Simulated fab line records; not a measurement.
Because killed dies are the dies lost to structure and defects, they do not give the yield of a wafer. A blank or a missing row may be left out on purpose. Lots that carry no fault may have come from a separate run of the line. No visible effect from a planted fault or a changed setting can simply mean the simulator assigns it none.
Which tool was responsible? || flow gf180mcu || 6 lots with 18 wafers sampled at 2 steps, on a route of 602 steps

## WHAT THE GAUGES SHOWED, per wafer
GF_V5_THK_MEAS_25: measures by xrf.
{"lot": "L208", "measured": "day 27 11:44", "on": "filmMetro-01", "V5_W_THK (nm)": "346 345 348"}
{"lot": "L214", "measured": "day 29 15:00", "on": "filmMetro-02", "V5_W_THK (nm)": "344 339 343"}
{"lot": "L217", "measured": "day 30 13:12", "on": "filmMetro-02", "V5_W_THK (nm)": "344 340 345"}
{"lot": "L222", "measured": "day 31 16:50", "on": "filmMetro-04", "V5_W_THK (nm)": "337 338 334"}
{"lot": "L224", "measured": "day 32 06:08", "on": "filmMetro-01", "V5_W_THK (nm)": "343 341 347"}
{"lot": "L229", "measured": "day 33 05:47", "on": "filmMetro-02", "V5_W_THK (nm)": "341 344 339"}

## TOOL THAT RAN EACH LOT (tool first, then ch and the chambers of the sampled wafers, then the start)
{"lot": "L208", "GF_V2_SPUTTER_22": "pvdSputter-02, day 20 13:39"}
{"lot": "L214", "GF_V2_SPUTTER_22": "pvdSputter-03, day 23 03:20"}
{"lot": "L217", "GF_V2_SPUTTER_22": "pvdSputter-04, day 24 04:59"}
{"lot": "L222", "GF_V2_SPUTTER_22": "pvdSputter-03, day 25 15:53"}
{"lot": "L224", "GF_V2_SPUTTER_22": "pvdSputter-02, day 26 08:14"}
{"lot": "L229", "GF_V2_SPUTTER_22": "pvdSputter-03, day 27 14:54"}
- GF_V2_SPUTTER_22: material TiN, target thk 10 nm, time 40 s.

## THE ANSWER, worked out from the rows above alone
Rule: usual is defined by the lots themselves. Put in order of their means at a reading, lots are off if they are a third of the lots or fewer, leave a main group of 4 or more, and stand apart from it by a gap of 3 or more times the standard deviation of the main group's means; of several such gaps the widest counts. The tables above print the reading to a certain number of digits; a main group whose means all agree to those digits is not used. A lot without any number at a reading at which 4 lots or more have one is off too. Any other lot the step has rows for is counted as sound.
No lot is off at any reading shown: from this, nothing can be told.

## WHAT THE SIMULATOR PUT IN
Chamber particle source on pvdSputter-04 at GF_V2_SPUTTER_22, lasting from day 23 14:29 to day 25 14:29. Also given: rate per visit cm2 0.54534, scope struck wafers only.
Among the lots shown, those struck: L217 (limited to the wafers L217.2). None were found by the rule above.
